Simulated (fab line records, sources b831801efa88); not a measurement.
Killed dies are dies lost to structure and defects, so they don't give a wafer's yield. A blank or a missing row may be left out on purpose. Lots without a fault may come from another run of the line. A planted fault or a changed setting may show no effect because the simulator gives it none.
fab line records | flow sky130
record lots=5 wafers=15 last_day=49
route steps=708 shown METAL2@503 VIA2@507 PAD_OPEN@708
lots that met no fault: from a run of the same line without faults
start_h: hours from the record's first day to the start of the lot's first wafer shown | wait_h: hours since the lot's step before | " the same as in the row above | L1.1+2: a row that stands for several wafers | - no value, or no start given | * or withheld: withheld | < > ~ a bound
route shown NAME@n: a module of which the file shows steps, and the number in the route of the first | usual: mean/standard deviation of fault-free wafers | same: alike in all rows | chamber/n: place in a boat | sites: the reading at each site | _std_site: their standard deviation | _edge_site: outer sites' mean less inner sites' | radius_mm: how far each site lies from the wafer's centre | mask NAME#n: copy n | behind: the tool/chamber that last shaped the wafer | hold: why the lot was held/for how many hours/how that ended | device: the transistor (n, p or np) that didn't switch | end of line: the same wafers' tests at the end of the route | a step without rows: its recipe alone | killed: dies lost to structure and defects at the first sort, not the wafer's yield | map: a wafer's dies, x killed, . not, _ none there
set.NAME: the setting as run; set.NAME@STEP: as run at that earlier step | model.NAME: the simulator's own value behind a step, which no gauge read
lots at some steps of the route; a table a step, a row a wafer
services: from which hour (start_h, from the record's first day; less than 0 if before it) a tool's chamber was out of use, for how many hours, and why
## steps
# step SKY_METAL2_STRIP_20
# recipe chemistry=O2/N2 power_w=1400 pressure_mtorr=1500 platen_temp_c=withheld o2_flow_sccm=3000 n2_flow_sccm=300 overash_fraction=0.5
# usual drypump_motor_current_A=5.8/0.47 n2_flow_sccm=300.0/0.8 oes_product_au=0.343/0.0045 strip_time_to_endpoint_s=2.706/0.027
# columns lot.wafer tool chamber start_h wait_h drypump_motor_current_A n2_flow_sccm oes_product_au rf_hours_counter_h strip_time_to_endpoint_s
L230.2 plasma_asher-02 0 848.48 0.1 6.3 299.1 0.344 44 2.737
L230.4 " 0 " " 6.2 300.2 0.344 - 2.740
L230.6 " 1 " " 5.4 301.2 0.344 - 2.769
L233.4 plasma_asher-04 0 863.91 0.1 5.3 300.5 0.335 - 2.644
L233.5 " 0 " " 5.3 300.2 0.339 - 2.670
L233.6 " 1 " " 5.8 299.0 0.343 - 2.650
L241.2 plasma_asher-02 1 921.53 0.1 5.4 301.7 0.351 51 2.741
L241.3 " 1 " " 5.4 301.4 0.355 - 2.664
L241.6 " 0 " " 6.3 299.2 0.353 - 2.715
L247.2 plasma_asher-04 1 957.95 0.1 5.8 299.6 0.346 116 2.704
L247.4 " 0 " " 5.3 298.9 0.334 - 2.734
L247.6 " 1 " " 5.8 299.6 0.338 - 2.726
L249.1 plasma_asher-02 1 967.47 0.1 5.4 300.9 0.348 55 2.664
L249.4 " 1 " " 5.4 299.2 0.341 - 2.726
L249.5 " 1 " " 5.4 299.8 0.343 - 2.700
# step SKY_METAL2_STRIP_21
# recipe chemistry=post_etch_residue_remover time_s=1200 temp_c=72.5
# step SKY_METAL2_CLEAN_22
# recipe chemistry=IPA time_s=180 temp_c=25
# step SKY_METAL2_CLEAN_23
# recipe chemistry=O3/DIW dry=n2_spin
# step SKY_VIA2_HDPCVD_00
# recipe material=SiO2 target_thk_nm=1180 sigma_open_frac=0.3 time_s=196.7 temp_c=400 sih4_flow_sccm=60 pressure_mtorr=6
# step SKY_VIA2_THK_MEAS_01
# recipe reads=SiO2_of_VIA2_HDPCVD_00
# usual VIA2_HDPCVD_THK=1180/10
# columns lot.wafer tool chamber start_h wait_h VIA2_HDPCVD_THK[nm]
L230.2 film_metro-03 - 849.26 0.1 1164
L230.4 " - " " 1177
L230.6 " - " " 1169
L233.4 film_metro-01 - 864.64 0.0 1175
L233.5 " - " " 1190
L233.6 " - " " 1173
L241.2 film_metro-02 - 922.29 0.1 1192
L241.3 " - " " 1185
L241.6 " - " " 1199
L247.2 film_metro-03 - 958.68 0.1 1195
L247.4 " - " " 1186
L247.6 " - " " 1193
L249.1 film_metro-03 - 968.23 0.1 1178
L249.4 " - " " 1185
L249.5 " - " " 1193
# step SKY_VIA2_CMP_02
# recipe material=SiO2 down_force_psi=4 platen_rpm=60 pad_velocity_m_s=0.94248
# usual motor_current_A=12.1/1.7
# columns lot.wafer tool chamber start_h wait_h motor_current_A
L230.2 cmp-02 0 849.36 0.1 11.0
L230.4 " 1 " " 11.8
L230.6 " 0 " " 11.1
L233.4 cmp-02 3 864.72 0.1 10.3
L233.6 " 2 " " 15.3
L233.5 " 3 " " 10.3
L241.2 cmp-01 1 922.34 0.0 11.8
L241.3 " 2 " " 11.6
L241.6 " 1 " " 11.7
L247.4 cmp-02 3 958.73 0.0 9.8
L247.2 " 1 " " 12.0
L247.6 " 0 " " 11.5
L249.1 cmp-02 1 968.34 0.1 13.6
L249.4 " 3 " " 10.2
L249.5 " 1 " " 12.7
# step SKY_VIA2_BOW_MEAS_03
# recipe mode=bow
# usual VIA2_BOW=88/7.1
# columns lot.wafer tool chamber start_h wait_h VIA2_BOW[um]
L230.2 film_metro-02 - 849.63 0.2 85
L230.4 " - " " 89
L230.6 " - " " 93
L233.4 film_metro-03 - 865.03 0.3 77
L233.5 " - " " 91
L233.6 " - " " 91
L241.2 film_metro-03 - 922.66 0.3 89
L241.3 " - " " 97
L241.6 " - " " 81
L247.2 film_metro-02 - 959.05 0.2 81
L247.4 " - " " 85
L247.6 " - " " 109
L249.1 film_metro-02 - 968.59 0.2 85
L249.4 " - " " 91
L249.5 " - " " 92
# step SKY_VIA2_DEHYDRATE_04
# recipe temp_c=200 time_s=60
# step SKY_VIA2_HMDS_05
# recipe prime_time_s=60 prime_temp_c=120
# step SKY_VIA2_COAT_06
# recipe resist=BARC temp_c=withheld time_s=withheld spin_rpm=3000 resist_thk_nm=60
# step SKY_VIA2_COAT_07
# recipe resist=KrF-thick spin_rpm=3000 resist_thk_nm=450
# step SKY_VIA2_SOFTBAKE_08
# recipe temp_c=100 time_s=90 resist=KrF-thick
# usual heater_power_total_W=57.36/0.12 run_length_s=119.15/0.18
# columns lot.wafer tool chamber start_h wait_h heater_power_total_W run_length_s
L230.2 litho_track-02 0 862 - 57.33 119.25
L230.4 " 0 " " 57.24 119.37
L230.6 " 0 " " 57.49 119.28
L233.4 litho_track-02 0 877 - 57.49 119.17
L233.5 " 0 " " 57.41 119.19
L233.6 " 0 " " 59.47 109.31
L241.2 litho_track-03 0 934 - 57.23 119.15
L241.3 " 0 " " 57.55 119.17
L241.6 " 0 " " 57.25 119.24
L247.2 litho_track-03 0 971 - 57.15 119.30
L247.4 " 0 " " 57.23 119.12
L247.6 " 0 " " 57.29 119.27
L249.1 litho_track-04 0 980 - 57.42 119.07
L249.4 " 0 " " 57.41 119.01
L249.5 " 0 " " 57.34 118.82
# step SKY_VIA2_EXPOSE_09
# recipe mask_id=VIM2 na=0.8 source_shape=annular sigma_inner=0.55 sigma_outer=0.85 target_cd_nm=200 dose_mj=38
# step SKY_PAD_OPEN_PROBE_99
# usual defect_limited_yield=82.3/2 killed_at_M0_to_M3=43/7.3 killed_at_M4_up=3.2/1.8 killed_at_contacts=24/5.8 killed_at_front_end=16/4.5 killed_at_other=0.3/0.53 killed_dies=87/9.9 killed_open=48/6.8 killed_short=39/6.9 sort_bin_3_pad_short=0.8/0.42 sort_bin_5_function=10.4/1.6 sort_bin_6_memory=6.4/1.2 sort_n_pass=405/9.9 sort_yield_pct=82.3/2
# same gross_dies=492 killed_at_back_side=0 sort_bin_4_leakage[%]=0 sort_bin_8_speed[%]=0
# columns lot.wafer tool chamber start_h wait_h defect_limited_yield[%] killed_at_M0_to_M3 killed_at_M4_up killed_at_contacts killed_at_front_end killed_at_other killed_dies killed_open killed_short sort_bin_3_pad_short[%] sort_bin_5_function[%] sort_bin_6_memory[%] sort_n_pass sort_yield_pct[%]
L233.4 prober-01 - 1109.34 0.2 83.1 37 3 31 12 0 83 48 35 1.2 8.5 7.1 409 83.1
L233.5 prober-01 - 1109.39 0.2 82.9 33 4 21 26 0 84 51 33 0.4 10.8 5.9 408 82.9
L233.6 prober-01 - 1109.44 0.2 83.9 42 7 21 9 0 79 42 37 0.6 9.8 5.7 413 83.9
# killed by level:class
L233.4 CONTACT:geometric_particle:open=11 VIA1:geometric_particle:open=10 LI_CONTACT:geometric_particle:open=9 CONTACT:geometric_particle:short=6 VIA2:geometric_particle:open=5 FIELD_ISO:geometric_particle:short=4 FIELD_ISO:geometric_particle:open=4 VIA1:geometric_particle:short=4
L233.5 VIA1:geometric_particle:open=11 FIELD_ISO:geometric_particle:open=10 CONTACT:geometric_particle:open=9 FIELD_ISO:geometric_particle:short=8 VIA2:geometric_particle:open=7 VIA3:geometric_particle:open=6 LOCAL_INTERCONNECT:geometric_particle:short=5 POLY_GATE:geometric_particle:short=4
L233.6 CONTACT:geometric_particle:open=10 VIA1:geometric_particle:open=10 VIA2:geometric_particle:open=6 VIA3:geometric_particle:open=5 METAL1:geometric_particle:short=5 METAL4:geometric_particle:short=5 FIELD_ISO:geometric_particle:short=4 METAL2:geometric_particle:short=4
## services
# columns tool chamber start_h hours kind
plasma_asher-02 - 843.76 0.5 repair
plasma_asher-04 - 870.05 0.7 repair
cmp-01 - 882.57 1.7 repair
cmp-01 - 912.00 4.0 pm
cmp-01 - 916.00 - consumable_replace:conditioner
cmp-01 - 916.00 - consumable_replace:pad
cmp-01 - 923.52 1.3 repair
plasma_asher-02 - 936.70 1.1 repair
cmp-01 - 970.87 0.7 repair
## key
first_sign step=SKY_VIA2_SOFTBAKE_08 reading=run_length_s direction=down sigmas=53 usual=* struck=*
effect step=SKY_VIA2_SOFTBAKE_08 reading=heater_power_total_W direction=up sigmas=18 usual=* struck=*
met_at SKY_VIA2_SOFTBAKE_08
struck_wafers L233.6
onset_between 862 877
fault kind=process_parameter_drift tool=litho_track-02 chamber=- onset_h=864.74 steps=SKY_VIA2_SOFTBAKE_08 channel=time_s offset=* shape=step end_h=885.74 scope=struck_wafers_only acts_in=* stated=*
